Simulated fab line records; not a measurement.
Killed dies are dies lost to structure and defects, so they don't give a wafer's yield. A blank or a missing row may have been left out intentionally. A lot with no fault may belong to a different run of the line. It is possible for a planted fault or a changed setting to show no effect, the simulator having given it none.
Comparing a struck lot with a sound one    flow sky130    38 out of 708 route steps
Sound: these wafers, L989.1, L989.5, L989.6. Struck: wafer L994.6. (L994.2 of the same lot was not struck and is left out.) The cause comes at the end.
For every step that has rows: the tool of each side, followed by ch and its chambers, followed by its first start. Under that, the readings that differ: sound wafers    struck wafers    difference of the means    sigmas: that difference in standard deviations of wafers without a fault.
alike: readings whose means differ by less than 2 such deviations, and words and numbers that are the same on both sides. not compared: withheld readings, readings that some wafer has no value for, bounds like >300 that may hide the same value, and numbers for which the record gives no deviation and whose values overlap.
Wherever a step has rows on one side only, a row that says differs or no value, or a row with sigmas, the two part there. Non-overlapping numbers with no deviation appear without sigmas and do not part them. A reading that every wafer of one side lacks parts them only if that side has two wafers or more.

SKY_SD_N_OVL_MEAS_08:
  struck on overlay-02, day 31 15:35; sound on overlay-01, day 29 22:30
  alike: SD_N_OVL
then, 3 steps without rows for these wafers: SKY_SD_N_IMPLANT_09; SKY_SD_N_IMPLANT_10; SKY_SD_N_STRIP_11 (strips in O2/N2).
SKY_SD_N_TW_MEAS_12:
  struck on film_metro-02, day 31 16:01; sound on film_metro-02, day 29 22:56
  alike: SD_N_TW
then, 1 step without rows for these wafers: SKY_SD_N_CLEAN_13 (cleans in SC1/SC2, time 150 s).
SKY_SD_N_RTA_14: time 2 s.
  sound on rtp_anneal-02 ch 0, day 29 23:04; struck on rtp_anneal-01 ch 0, day 31 16:08
reading             sound              struck  difference  sigmas
lamp_power_pct (%)  15.70 15.74 15.77  15.59   -0.15       -3
  alike: wafer_temp_C_max
SKY_SD_N_RS_MEAS_16: uses a four-point probe to measure.
  struck on film_metro-02, day 31 16:19; sound on film_metro-03, day 29 23:17
  alike: SD_N_RS
SKY_SD_N_RS_MEAS_17: uses a four-point probe to measure.
  struck on film_metro-02, day 31 16:26; sound on film_metro-03, day 29 23:24
  alike: SD_P_RS
SKY_SD_N_RS_MEAS_18: uses a four-point probe to measure.
  struck on film_metro-02, day 31 16:33; sound on film_metro-03, day 29 23:31
  alike: RES_XHIGH_RS
then, 1 step without rows for these wafers: SKY_SALICIDE_CLEAN_00 (cleans in HF-last, time 30 s).
SKY_LI_CONTACT_HDPCVD_00: deposits PSG, target thk 930 nm, time 155 s.
  sound on hdpcvd-01 ch 1,2, day 29 23:40; struck on hdpcvd-01 ch 2, day 31 16:40
reading                                        sound              struck  difference  sigmas
model.PSG_of_LI_CONTACT_HDPCVD_00.thk_nm (nm)  947.9 947.8 924.7  502.4   -437.7      
SKY_LI_CONTACT_THK_MEAS_01:
  struck on film_metro-03, day 31 16:47; sound on film_metro-02, day 29 23:46
reading                     sound        struck  difference  sigmas
LI_CONTACT_HDPCVD_THK (nm)  947 948 925  503     -437        -36
SKY_LI_CONTACT_CMP_02: polishes PSG.
  sound on cmp-01 ch 0,1,3, day 29 23:58; struck on cmp-01 ch 1, day 31 16:59
reading                 sound     struck  difference  sigmas
time_to_endpoint_s (s)  36 36 37  20      -16         -5
  alike: motor_current_A
SKY_LI_CONTACT_BOW_MEAS_03:
  struck on film_metro-03, day 31 17:09; sound on film_metro-03, day 30 00:07
  alike: LI_CONTACT_BOW
then, 8 steps without rows for these wafers: SKY_LI_CONTACT_DEHYDRATE_04 (time 60 s); SKY_LI_CONTACT_HMDS_05 (prime time 60 s); SKY_LI_CONTACT_COAT_06 (resist thk 60 nm); SKY_LI_CONTACT_COAT_07 (resist thk 450 nm); SKY_LI_CONTACT_SOFTBAKE_08 (time 90 s); SKY_LI_CONTACT_EXPOSE_09 (exposes mask LICM1, target cd 170 nm); SKY_LI_CONTACT_PEB_10; SKY_LI_CONTACT_DEVELOP_11 (develop time 60 s).
SKY_LI_CONTACT_CD_MEAS_12: the cd target is 170 nm.
  struck on cd_sem-01, day 32 20:49; sound on cd_sem-01, day 31 03:54
  alike: cd_nm
SKY_LI_CONTACT_OVL_MEAS_13:
  struck on overlay-02, day 32 20:56; sound on overlay-02, day 31 04:01
  alike: LI_CONTACT_OVL
SKY_LI_CONTACT_ETCH_14: etches BARC in N2/H2, stops on SiO2, time 45.9 s, target depth 60 nm.
  sound on rie_diel-02 ch 0,1, day 31 04:04; struck on rie_diel-03 ch 0, day 32 20:58
  alike: chamber_pressure_mTorr, drypump_motor_current_A, oes_product_au, throttle_valve_pct
  not compared: rf_hours_counter_h
SKY_LI_CONTACT_ETCH_15: etches PSG in C4F8/O2/Ar, stops on Si, target depth 600 nm.
  sound on rie_diel-02 ch 0,1, day 31 04:06; struck on rie_diel-03 ch 0, day 32 21:00
reading                                 sound              struck  difference  sigmas
oes_product_au (a.u.)                   0.839 0.834 0.835  0.761   -0.075      -16
model.etch.depth_nm (nm)                597.4 598.3 599    502.4   -95.8       
model.LI_CONTACT.feature_depth_nm (nm)  597.4 598.3 599    502.4   -95.8       
  alike: chamber_pressure_mTorr
SKY_LI_CONTACT_STRIP_16: strips in O2/N2.
  sound on plasma_asher-02 ch 0,1, day 31 04:11; struck on plasma_asher-02 ch 1, day 32 21:05
  alike: chamber_pressure_mTorr, drypump_motor_current_A, oes_product_au, strip_time_to_endpoint_s
  not compared: rf_hours_counter_h
then, 2 steps without rows for these wafers: SKY_LI_CONTACT_CLEAN_17 (cleans in NMP, time 600 s); SKY_LI_CONTACT_PRE_CLEAN_18 (time 5.6 s).
SKY_LI_CONTACT_SPUTTER_19: material Ti, target thk 20 nm, time 106.37 s.
  struck on pvd_sputter-02, day 32 21:35; sound on pvd_sputter-04, day 31 04:29
  alike: throttle_valve_pct
SKY_LI_CONTACT_SPUTTER_20: material TiN, target thk 20 nm, time 80 s.
  struck on pvd_sputter-02, day 32 21:40; sound on pvd_sputter-04, day 31 04:34
  alike: throttle_valve_pct
then, 1 step without rows for these wafers: SKY_LI_CONTACT_CVD_21 (deposits W, target thk 400 nm, time 120.56 s).
SKY_LI_CONTACT_RS_MEAS_22: uses a four-point probe to measure.
  struck on film_metro-03, day 32 21:52; sound on film_metro-02, day 31 04:44
reading                   sound              struck  difference  sigmas
LI_CONTACT_W_RS (ohm/sq)  0.291 0.289 0.291  0.278   -0.012      -3
SKY_LI_CONTACT_THK_MEAS_23: measures by xrf.
  struck on film_metro-03, day 32 21:59; sound on film_metro-02, day 31 04:52
reading                sound        struck  difference  sigmas
LI_CONTACT_W_THK (nm)  385 388 387  403     +16         +2
SKY_LI_CONTACT_CMP_24: polishes, stops on PSG, t overpolish 20 s, target thk 0 nm.
  sound on cmp-02 ch 2,3, day 31 04:58; struck on cmp-01 ch 2, day 32 22:11
reading                                        sound              struck  difference  sigmas
model.PSG_of_LI_CONTACT_HDPCVD_00.thk_nm (nm)  587.9 588.8 589.5  492.9   -95.8       
  alike: motor_current_A, overpolish_run_s, time_to_endpoint_s
then, 1 step without rows for these wafers: SKY_LOCAL_INTERCONNECT_SPUTTER_00 (material TiN, target thk 100 nm, time 83.3 s).
-- the record jumps here: 15 days lie between the struck wafers' starts before and after (it left off in module LOCAL_INTERCONNECT and takes up again in module PAD_OPEN, whose first step shown is number 708 of the route) --
SKY_PAD_OPEN_PROBE_99:
  struck on prober-01, day 48 08:51; sound on prober-02, day 47 05:56
reading                              sound              struck  difference  sigmas
killed_short                         41 40 39           55      +15         +3
model.etest.licon_pdiff.rc_ohm       579.4 553.3 553.2  544.3   -17.7       
model.etest.cap_li_to_poly.c_af_um2  99.68 98.3 96.86   141.9   +43.6       
model.etest.licon_ndiff.rc_ohm       177.9 176.3 177.9  165     -12         
model.etest.licon_poly.rc_ohm        152.2 146.7 150.7  141.3   -8.6        
model.etest.cap_li_to_well.c_af_um2  35.92 37.74 37.61  42.65   +5.56       
  alike: killed_at_M0_to_M3, killed_at_M4_up, killed_at_contacts, killed_at_front_end, killed_at_other, killed_dies, killed_open
  not compared: model.etest.licon_high_po.rc_ohm

== WHERE THEY PART ==
First at SKY_SD_N_RTA_14; last, within this record, at SKY_PAD_OPEN_PROBE_99.

WHY: the cause the simulator had injected
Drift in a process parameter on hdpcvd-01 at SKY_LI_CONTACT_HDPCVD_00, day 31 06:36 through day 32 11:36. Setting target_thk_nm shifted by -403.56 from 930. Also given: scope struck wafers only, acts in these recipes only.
